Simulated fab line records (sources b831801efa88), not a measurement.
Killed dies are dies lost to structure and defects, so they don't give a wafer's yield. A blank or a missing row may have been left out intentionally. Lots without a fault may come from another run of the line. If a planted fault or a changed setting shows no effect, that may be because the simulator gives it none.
Which tool was responsible?    flow gf180mcu    14 lots with 42 wafers sampled at 4 steps, on a route of 602 steps

== WHAT EACH GAUGE READ, for each wafer ==
GF_POLY_GATE_CD_MEAS_18.
lot   measured      on         cd-nm (nm)
L344  day 9 06:29   cd-sem-01  278.5 284.1 282.1
L346  day 9 18:26   cd-sem-01  281.5 280.3 280.1
L347  day 10 03:04  cd-sem-02  277.2 279.8 279.1
L348  day 10 07:55  cd-sem-02  280.4 276.8 278.2
L349  day 10 15:37  cd-sem-02  278.1 278.7 277.7
L350  day 11 03:32  cd-sem-01  284.7 286.6 282.8
L352  day 11 15:07  cd-sem-01  279.8 275.5 277.7
L353  day 11 23:51  cd-sem-02  279.6 277.8 277.9
L354  day 12 06:50  cd-sem-02  278.7 279.6 280.8
L355  day 12 07:02  cd-sem-01  281.5 279.8 279.6
L360  day 13 20:29  cd-sem-02  277.3 280.3 277.9
L362  day 15 01:49  cd-sem-01  280.1 278.9 279.5
L363  day 15 13:11  cd-sem-01  281.0 281.8 281.0
L367  day 16 10:10  cd-sem-01  281.3 282.5 281.6

GF_HV_LDD_CD_MEAS_07: the cd target is 400 nm.
lot   measured      on         cd-nm (nm)
L344  day 10 02:25  cd-sem-01  398.7 401.9 400.5
L346  day 10 09:25  cd-sem-01  400.9 400.2 400.1
L347  day 10 21:11  cd-sem-01  400.6 403.4 399.7
L348  day 11 01:38  cd-sem-02  396.1 397.3 397.0
L349  day 11 09:28  cd-sem-02  398.2 401.1 401.3
L350  day 11 22:04  cd-sem-02  401.2 399.8 400.9
L352  day 12 09:38  cd-sem-02  401.7 400.2 397.6
L353  day 12 19:53  cd-sem-02  401.3 401.2 396.9
L354  day 13 02:01  cd-sem-02  401.6 401.6 403.5
L355  day 13 02:26  cd-sem-01  400.5 400.0 399.8
L360  day 14 17:13  cd-sem-01  399.9 399.1 398.6
L362  day 15 22:37  cd-sem-02  398.6 398.6 399.3
L363  day 16 11:25  cd-sem-01  397.0 398.1 397.4
L367  day 17 09:14  cd-sem-02  398.6 395.0 395.6

GF_HV_LDD_OVL_MEAS_47.
lot   measured      on          HV_LDD_03_OVL (nm)
L344  day 12 10:38  overlay-02  0.0 0.6 -0.3
L346  day 12 19:32  overlay-01  -1.5 -0.9 -1.8
L347  day 13 07:05  overlay-01  0.0 -1.8 0.4
L348  day 13 12:27  overlay-02  1.5 -0.5 0.7
L349  day 13 21:48  overlay-02  -0.6 -1.6 -1.3
L350  day 14 10:53  overlay-01  -1.0 -2.2 -2.5
L352  day 14 23:00  overlay-01  0.5 1.0 0.3
L353  day 15 10:26  overlay-02  -1.4 1.5 0.1
L354  day 15 17:50  overlay-01  -0.3 -0.5 -0.7
L355  day 15 18:07  overlay-01  1.2 1.5 -0.1
L360  day 17 14:08  overlay-01  1.4 -0.4 -0.5
L362  day 18 20:53  overlay-01  1.8 -2.2 -0.6
L363  day 19 10:14  overlay-01  -1.1 0.5 -2.4
L367  day 20 09:29  overlay-01  -2.1 -0.1 -1.6

== EACH LOT AND THE TOOL THAT RAN IT (in order: tool; ch and the chambers of the sampled wafers; start) ==
lot   GF_HV_LDD_DEVELOP_18
L344  litho-track-01 ch 0, day 10 19:55
L346  litho-track-03 ch 0, day 11 04:19
L347  litho-track-02 ch 0, day 11 15:14
L348  litho-track-01 ch 0, day 11 20:24
L349  litho-track-02 ch 0, day 12 05:01
L350  litho-track-02 ch 0, day 12 17:28
L352  litho-track-01 ch 0, day 13 05:33
L353  litho-track-02 ch 0, day 13 15:34
L354  litho-track-02 ch 0, day 13 22:07
L355  litho-track-01 ch 0, day 13 22:36
L360  litho-track-02 ch 0, day 15 15:07
L362  litho-track-03, day 16 21:10
L363  litho-track-02, day 17 10:22
L367  litho-track-01 ch 0, day 18 08:30
- GF_HV_LDD_DEVELOP_18: develop time 60 s.

== WHAT THE TOOLS THEMSELVES READ (means of the sampled wafers that have a number; where no wafer has one, the mark that the record gives instead) ==
GF_HV_LDD_DEVELOP_18.
lot   tool            chill-plate-temp-C (C)  resist-line-temp-C (C)
L344  litho-track-01  23.04                   22.99
L346  litho-track-03  23.08                   23.00
L347  litho-track-02  23.18                   23.08
L348  litho-track-01  23.03                   23.02
L349  litho-track-02  23.06                   22.96
L350  litho-track-02  22.95                   22.97
L352  litho-track-01  23.03                   22.93
L353  litho-track-02  23.10                   22.86
L354  litho-track-02  22.89                   22.89
L355  litho-track-01  23.07                   22.95
L360  litho-track-02  23.11                   23.01
L362  litho-track-03  -                       -
L363  litho-track-02  -                       -
L367  litho-track-01  23.01                   23.01

== THE ANSWER, worked out from the rows above alone ==
Rule: the lots themselves supply what counts as usual. Put in order of their means at a reading, lots are off if they are a third of the lots or fewer, leave a main group of 4 or more, and stand apart from it by a gap of 3 or more times the standard deviation of the main group's means; of several such gaps the widest counts. If all means in a main group match to the digits the tables above print for the reading, that group is not used. Also off: a lot with no number at a reading for which 4 or more lots have one. All remaining lots with rows at the step are treated as sound. After the gauges, taken in route order, come the tools' own readings; for these a lot's mean is taken, as printed above. The first step at which some lot is off is used, and at that step the reading that is off furthest; a lot without a number counts as furthest.
Off at GF_HV_LDD_DEVELOP_18 (chill-plate-temp-C): L362, L363. Without a number there: L362, L363. Mean 23.05 C and standard deviation 0.072 in the main group.
If a tool, at that step or one of the process steps before it, ran each lot that is off and ran no sound lot following the first of them, it fits. Of those tried, none fits.

== WHAT WAS PUT IN BY THE SIMULATOR ==
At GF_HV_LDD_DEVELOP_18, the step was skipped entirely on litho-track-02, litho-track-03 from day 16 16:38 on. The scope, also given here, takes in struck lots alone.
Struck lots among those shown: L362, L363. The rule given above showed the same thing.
